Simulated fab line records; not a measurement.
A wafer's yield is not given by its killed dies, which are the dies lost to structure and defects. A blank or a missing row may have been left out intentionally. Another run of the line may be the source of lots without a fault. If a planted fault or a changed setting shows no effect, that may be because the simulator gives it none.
Which tool was responsible? :: flow gf180mcu :: 6 lots, 18 wafers sampled, at 2 steps of a route of 602

WHAT THE GAUGES SHOWED, per wafer
GF_VT_IMPLANT_TW_MEAS_21.
lot: L927
measured: day 6 08:23
on: filmMetro-02
VT_IMPLANT_2_TW: 1216 1210 1211

lot: L929
measured: day 6 22:41
on: filmMetro-02
VT_IMPLANT_2_TW: 1215 1211 1212

lot: L932
measured: day 7 21:52
on: filmMetro-01
VT_IMPLANT_2_TW: 1219 1212 1214

lot: L937
measured: day 9 18:52
on: filmMetro-04
VT_IMPLANT_2_TW: 1211 1211 1207

lot: L939
measured: day 9 23:52
on: filmMetro-01
VT_IMPLANT_2_TW: 1286 1294 1292 1286 1286 1297

lot: L946
measured: day 11 10:50
on: filmMetro-01
VT_IMPLANT_2_TW: 1212 1211 1215

WHICH TOOL RAN EACH LOT (tool, then ch and the chambers of the sampled wafers, then the start)
lot: L927
GF_VT_IMPLANT_IMPLANT_19: implanter-02 ch 0, day 6 08:08

lot: L929
GF_VT_IMPLANT_IMPLANT_19: implanter-02 ch 0, day 6 22:26

lot: L932
GF_VT_IMPLANT_IMPLANT_19: implanter-02 ch 0, day 7 21:37

lot: L937
GF_VT_IMPLANT_IMPLANT_19: implanter-02 ch 0, day 9 18:37

lot: L939
GF_VT_IMPLANT_IMPLANT_19: implanter-04 ch 0, day 9 23:37

lot: L946
GF_VT_IMPLANT_IMPLANT_19: implanter-02 ch 0, day 11 10:35
- GF_VT_IMPLANT_IMPLANT_19

THE ANSWER, worked out from the rows above alone
Rule: usual is defined by the lots themselves. Put in order of their means at a reading, lots are off if they are a third of the lots or fewer, leave a main group of 4 or more, and stand apart from it by a gap of 3 or more times the standard deviation of the main group's means; of several such gaps the widest counts. A main group whose means are all the same, to the digits that the tables above print for the reading, isn't used. A lot without any number at a reading at which 4 lots or more have one is off too. Where the step has rows for the other lots, those lots are counted as sound.
Off: at GF_VT_IMPLANT_TW_MEAS_21 (VT_IMPLANT_2_TW), L939. The main group has a mean of 1212 with a standard deviation of 1.7.
If a tool, at a process step before that reading, ran all the lots that are off and no sound lot after the first of them, it fits. Gauges at GF_VT_IMPLANT_TW_MEAS_21: tried the same way as those tools. One fits: GF_VT_IMPLANT_IMPLANT_19 on implanter-04. It ran no sound lot before its first lot that is off in this sample, so the start can't be narrowed down.

WHAT WAS PUT IN BY THE SIMULATOR
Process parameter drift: implanter-04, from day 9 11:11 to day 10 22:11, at GF_VT_IMPLANT_IMPLANT_19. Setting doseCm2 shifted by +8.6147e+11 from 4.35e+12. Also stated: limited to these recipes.
Shown lots that were struck: L939. The rule given above showed the same thing.
